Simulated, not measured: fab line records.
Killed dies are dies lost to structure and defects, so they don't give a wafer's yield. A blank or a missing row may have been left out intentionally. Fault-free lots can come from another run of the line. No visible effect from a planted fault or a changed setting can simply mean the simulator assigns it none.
Shared-tool check | flow gf180mcu | 14 lots, 42 wafers sampled

REASON IT WAS OPENED
At GF_M1_THK_MEAS_06 the reading M1_ALCU_THK is flagged on 2 of 14 lots. No-fault wafers: 460 nm, standard deviation 6.
Rule: a lot is flagged when every wafer of it that has a number lies more than 4 standard deviations from that mean, or none has a number. The other lots count as sound.

lot  | measured     | on            | M1_ALCU_THK (nm), wafer by wafer | flag
L499 | day 16 11:01 | film metro-04 | 460 466 458                      |
L502 | day 17 16:07 | film metro-02 | 454 442 452                      |
L503 | day 18 01:32 | film metro-01 | 514 510 511                      | FLAGGED
L504 | day 18 03:52 | film metro-04 | 513 508 514                      | FLAGGED
L507 | day 19 12:32 | film metro-04 | 459 457 457                      |
L508 | day 19 21:43 | film metro-01 | 454 459 469                      |
L512 | day 21 06:07 | film metro-02 | 453 457 452                      |
L513 | day 21 16:25 | film metro-02 | 463 462 470                      |
L514 | day 22 00:12 | film metro-04 | 454 457 457                      |
L515 | day 22 09:13 | film metro-02 | 463 460 451                      |
L517 | day 22 22:35 | film metro-02 | 473 463 461                      |
L518 | day 23 15:34 | film metro-02 | 464 456 462                      |
L519 | day 23 22:54 | film metro-02 | 465 468 465                      |
L521 | day 24 08:43 | film metro-04 | 471 458 469                      |
Average over the flagged lots: 512 nm; offset from the usual +52 nm, equal to +9 standard deviations.

TOOL THAT RAN EACH LOT
The record holds 3 process steps before the reading, out of a route of 602 steps. Every cell lists first the tool, next ch and the chambers used by the sampled wafers, and last the start.
lot  | flag    | GF_SALICIDE_RTA_08               | GF_CONTACT_CVD_02               | GF_M1_SPUTTER_04
L499 |         | rtp anneal-02 ch 0, day 15 11:10 | pecvd-01 ch 0,1,2, day 15 11:28 | pvd sputter-01, day 16 10:51
L502 |         | rtp anneal-01 ch 0, day 16 14:42 | pecvd-03 ch 0,1,2, day 16 14:56 | pvd sputter-01, day 17 15:58
L503 | FLAGGED | rtp anneal-01 ch 0, day 17 00:41 | pecvd-01 ch 1,2, day 17 00:52   | pvd sputter-04, day 18 01:22
L504 | FLAGGED | rtp anneal-01 ch 0, day 17 02:36 | pecvd-02 ch 0,1, day 17 02:48   | pvd sputter-03, day 18 03:43
L507 |         | rtp anneal-01 ch 0, day 18 10:25 | pecvd-03 ch 0,1,2, day 18 10:37 | pvd sputter-04, day 19 12:22
L508 |         | rtp anneal-02 ch 0, day 18 18:58 | pecvd-03 ch 0,1, day 18 19:10   | pvd sputter-03, day 19 21:32
L512 |         | rtp anneal-01 ch 0, day 20 03:33 | pecvd-03 ch 1,2, day 20 03:45   | pvd sputter-04, day 21 05:58
L513 |         | rtp anneal-02 ch 0, day 20 14:41 | pecvd-02 ch 0,1,2, day 20 14:54 | pvd sputter-03, day 21 16:15
L514 |         | rtp anneal-02 ch 0, day 20 22:17 | pecvd-03 ch 0,1, day 20 22:28   | pvd sputter-01, day 22 00:02
L515 |         | rtp anneal-02 ch 0, day 21 07:19 | pecvd-03 ch 0,2, day 21 07:31   | pvd sputter-03, day 22 09:03
L517 |         | rtp anneal-02 ch 0, day 21 21:33 | pecvd-03 ch 0,1, day 21 21:51   | pvd sputter-01, day 22 22:26
L518 |         | rtp anneal-01 ch 0, day 22 14:59 | pecvd-01 ch 0,2, day 22 15:11   | pvd sputter-03, day 23 15:24
L519 |         | rtp anneal-01 ch 0, day 22 20:37 | pecvd-03 ch 1,2, day 22 20:49   | pvd sputter-03, day 23 22:44
L521 |         | rtp anneal-01 ch 0, day 23 07:20 | pecvd-01 ch 1,2, day 23 07:38   | pvd sputter-04, day 24 08:33
What the steps here do:
- GF_SALICIDE_RTA_08: time 30 s.
- GF_CONTACT_CVD_02: deposits SiO2 from TEOS, target thk 860 nm, time 95.992 s.
- GF_M1_SPUTTER_04: material TiN, target thk 50 nm, time 41.7 s.
- GF_M1_THK_MEAS_06: measures by xrf.

FLAGGED OVER TOTAL, TOOL BY TOOL (the gauges that took the reading come last)
step               | tool           | lots run | flagged | share of the flagged lots | sound lots run after its first flagged lot
GF_SALICIDE_RTA_08 | rtp anneal-01  | 8        | 2       | all                       | 5 (L507,L512,L518,L519,L521)
GF_SALICIDE_RTA_08 | rtp anneal-02  | 6        | 0       | none                      | -
GF_CONTACT_CVD_02  | pecvd-01       | 4        | 1       | some                      | 2 (L518,L521)
GF_CONTACT_CVD_02  | pecvd-02       | 2        | 1       | some                      | 1 (L513)
GF_CONTACT_CVD_02  | pecvd-03       | 8        | 0       | none                      | -
GF_M1_SPUTTER_04   | pvd sputter-01 | 4        | 0       | none                      | -
GF_M1_SPUTTER_04   | pvd sputter-03 | 6        | 1       | some                      | 5 (L508,L513,L515,L518,L519)
GF_M1_SPUTTER_04   | pvd sputter-04 | 4        | 1       | some                      | 3 (L507,L512,L521)
GF_M1_THK_MEAS_06  | film metro-01  | 2        | 1       | some                      | 1 (L508)
GF_M1_THK_MEAS_06  | film metro-02  | 7        | 0       | none                      | -
GF_M1_THK_MEAS_06  | film metro-04  | 5        | 1       | some                      | 3 (L507,L514,L521)

WHAT THE TABLE PERMITS
1 row of the table ran every flagged lot: rtp anneal-01 at GF_SALICIDE_RTA_08.
- rtp anneal-01 at GF_SALICIDE_RTA_08: 2 of its 8 lots flagged. Sound lots ran on it after the first flagged one (L507, L512, L518, L519, L521), which a lasting fault on the whole tool wouldn't allow.
No row of the table ran every flagged lot and no sound lot after the first.

WHAT WAS PUT IN BY THE SIMULATOR
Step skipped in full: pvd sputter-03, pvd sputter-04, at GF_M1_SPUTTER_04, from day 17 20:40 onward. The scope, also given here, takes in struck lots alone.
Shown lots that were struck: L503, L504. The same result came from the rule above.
